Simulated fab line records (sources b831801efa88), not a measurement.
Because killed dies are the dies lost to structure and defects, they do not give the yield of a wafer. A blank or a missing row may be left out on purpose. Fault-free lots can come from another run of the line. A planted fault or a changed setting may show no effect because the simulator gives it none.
Commonality check across tools || flow gf180mcu || Sample size 12 lots and 36 wafers

== THE REASON FOR OPENING IT ==
Of 12 lots, 3 have the reading NSD_RS flagged at GF_PSD_RS_MEAS_14. Wafers without a fault read 46.14 ohm/sq, standard deviation 0.083.
Rule: a lot gets a flag if all its wafers with a number sit over 4 standard deviations from that mean, or if no wafer of it has a number. The other lots count as sound.

{"lot": "L414", "measured": "day 14 09:46", "on": "film-metro-02", "NSD_RS (ohm/sq), wafer by wafer": "46.19 46.24 46.05", "flag": ""}
{"lot": "L415", "measured": "day 14 19:15", "on": "film-metro-02", "NSD_RS (ohm/sq), wafer by wafer": "46.04 46.06 46.07", "flag": ""}
{"lot": "L416", "measured": "day 15 02:52", "on": "film-metro-04", "NSD_RS (ohm/sq), wafer by wafer": "46.28 46.20 46.27", "flag": ""}
{"lot": "L419", "measured": "day 16 03:35", "on": "film-metro-02", "NSD_RS (ohm/sq), wafer by wafer": "44.60 44.64 44.73", "flag": "FLAGGED"}
{"lot": "L420", "measured": "day 16 16:14", "on": "film-metro-03", "NSD_RS (ohm/sq), wafer by wafer": "44.75 44.78 44.70", "flag": "FLAGGED"}
{"lot": "L421", "measured": "day 17 01:02", "on": "film-metro-03", "NSD_RS (ohm/sq), wafer by wafer": "44.65 44.69 44.63", "flag": "FLAGGED"}
{"lot": "L428", "measured": "day 19 17:45", "on": "film-metro-02", "NSD_RS (ohm/sq), wafer by wafer": "46.00 46.15 46.11", "flag": ""}
{"lot": "L431", "measured": "day 20 20:25", "on": "film-metro-04", "NSD_RS (ohm/sq), wafer by wafer": "46.19 46.32 46.22", "flag": ""}
{"lot": "L432", "measured": "day 21 00:37", "on": "film-metro-03", "NSD_RS (ohm/sq), wafer by wafer": "46.04 46.01 46.04", "flag": ""}
{"lot": "L433", "measured": "day 21 09:38", "on": "film-metro-03", "NSD_RS (ohm/sq), wafer by wafer": "45.99 45.98 45.93", "flag": ""}
{"lot": "L435", "measured": "day 22 02:16", "on": "film-metro-03", "NSD_RS (ohm/sq), wafer by wafer": "46.07 46.12 46.06", "flag": ""}
{"lot": "L436", "measured": "day 22 11:58", "on": "film-metro-04", "NSD_RS (ohm/sq), wafer by wafer": "46.15 46.13 46.10", "flag": ""}
The mean of the flagged lots' numbers is 44.69 ohm/sq, -1.45 ohm/sq from the usual (-18 standard deviations).

== TOOL THAT RAN EACH LOT ==
2 process steps preceding the reading are held in the record, out of 602 steps in the route. Every cell lists first the tool, next ch and the chambers used by the sampled wafers, and last the start.
{"lot": "L414", "flag": "", "GF_NSD_IMPLANT_09": "implanter-01 ch 0, day 13 12:20", "GF_NSD_STRIP_11": "plasma-asher-01 ch 0,1, day 13 12:37"}
{"lot": "L415", "flag": "", "GF_NSD_IMPLANT_09": "implanter-03 ch 0, day 13 22:16", "GF_NSD_STRIP_11": "plasma-asher-01 ch 0,1, day 13 22:34"}
{"lot": "L416", "flag": "", "GF_NSD_IMPLANT_09": "implanter-01 ch 0, day 14 05:37", "GF_NSD_STRIP_11": "plasma-asher-01 ch 1, day 14 05:55"}
{"lot": "L419", "flag": "FLAGGED", "GF_NSD_IMPLANT_09": "implanter-03 ch 0, day 15 05:01", "GF_NSD_STRIP_11": "plasma-asher-01 ch 0,1, day 15 05:18"}
{"lot": "L420", "flag": "FLAGGED", "GF_NSD_IMPLANT_09": "implanter-03 ch 0, day 15 17:24", "GF_NSD_STRIP_11": "plasma-asher-02 ch 0,1, day 15 17:40"}
{"lot": "L421", "flag": "FLAGGED", "GF_NSD_IMPLANT_09": "implanter-03 ch 0, day 16 01:55", "GF_NSD_STRIP_11": "plasma-asher-01 ch 0,1, day 16 02:12"}
{"lot": "L428", "flag": "", "GF_NSD_IMPLANT_09": "implanter-01 ch 0, day 18 17:02", "GF_NSD_STRIP_11": "plasma-asher-01 ch 0,1, day 18 17:19"}
{"lot": "L431", "flag": "", "GF_NSD_IMPLANT_09": "implanter-03 ch 0, day 19 19:07", "GF_NSD_STRIP_11": "plasma-asher-01 ch 0,1, day 19 19:25"}
{"lot": "L432", "flag": "", "GF_NSD_IMPLANT_09": "implanter-01 ch 0, day 19 23:36", "GF_NSD_STRIP_11": "plasma-asher-01 ch 0, day 19 23:52"}
{"lot": "L433", "flag": "", "GF_NSD_IMPLANT_09": "implanter-01 ch 0, day 20 08:29", "GF_NSD_STRIP_11": "plasma-asher-01 ch 0,1, day 20 08:46"}
{"lot": "L435", "flag": "", "GF_NSD_IMPLANT_09": "implanter-01 ch 0, day 21 02:11", "GF_NSD_STRIP_11": "plasma-asher-01 ch 0,1, day 21 02:28"}
{"lot": "L436", "flag": "", "GF_NSD_IMPLANT_09": "implanter-03 ch 0, day 21 11:37", "GF_NSD_STRIP_11": "plasma-asher-01 ch 0,1, day 21 11:55"}
What the steps here do:
- GF_NSD_IMPLANT_09
- GF_NSD_STRIP_11: strips in O2/N2.
- GF_PSD_RS_MEAS_14: measures by four-point-probe.

== FLAGGED OVER TOTAL, TOOL BY TOOL (the gauges that took the reading come last) ==
{"step": "GF_NSD_IMPLANT_09", "tool": "implanter-01", "lots run": 6, "flagged": 0, "share of the flagged lots": "none", "sound lots run after its first flagged lot": "-"}
{"step": "GF_NSD_IMPLANT_09", "tool": "implanter-03", "lots run": 6, "flagged": 3, "share of the flagged lots": "all", "sound lots run after its first flagged lot": "2 (L431,L436)"}
{"step": "GF_NSD_STRIP_11", "tool": "plasma-asher-01", "lots run": 11, "flagged": 2, "share of the flagged lots": "some", "sound lots run after its first flagged lot": "6 (L428,L431,L432,L433,L435,L436)"}
{"step": "GF_NSD_STRIP_11", "tool": "plasma-asher-02", "lots run": 1, "flagged": 1, "share of the flagged lots": "some", "sound lots run after its first flagged lot": 0}
{"step": "GF_PSD_RS_MEAS_14", "tool": "film-metro-02", "lots run": 4, "flagged": 1, "share of the flagged lots": "some", "sound lots run after its first flagged lot": "1 (L428)"}
{"step": "GF_PSD_RS_MEAS_14", "tool": "film-metro-03", "lots run": 5, "flagged": 2, "share of the flagged lots": "some", "sound lots run after its first flagged lot": "3 (L432,L433,L435)"}
{"step": "GF_PSD_RS_MEAS_14", "tool": "film-metro-04", "lots run": 3, "flagged": 0, "share of the flagged lots": "none", "sound lots run after its first flagged lot": "-"}

== WHAT THE TABLE PERMITS ==
All flagged lots share 1 row of the table, namely implanter-03 at GF_NSD_IMPLANT_09.
- implanter-03 at GF_NSD_IMPLANT_09 ran 6 lots, 3 of them flagged. After the first flagged lot (L431, L436), sound lots still ran on it; a lasting fault on the whole tool would not permit that. Its own readings (dose-ions-cm2) fall more than 4 standard deviations out on all wafers of the flagged lots.
Not one row of the table ran every flagged lot while running no sound lot after the first.

== WHAT WAS PUT IN BY THE SIMULATOR ==
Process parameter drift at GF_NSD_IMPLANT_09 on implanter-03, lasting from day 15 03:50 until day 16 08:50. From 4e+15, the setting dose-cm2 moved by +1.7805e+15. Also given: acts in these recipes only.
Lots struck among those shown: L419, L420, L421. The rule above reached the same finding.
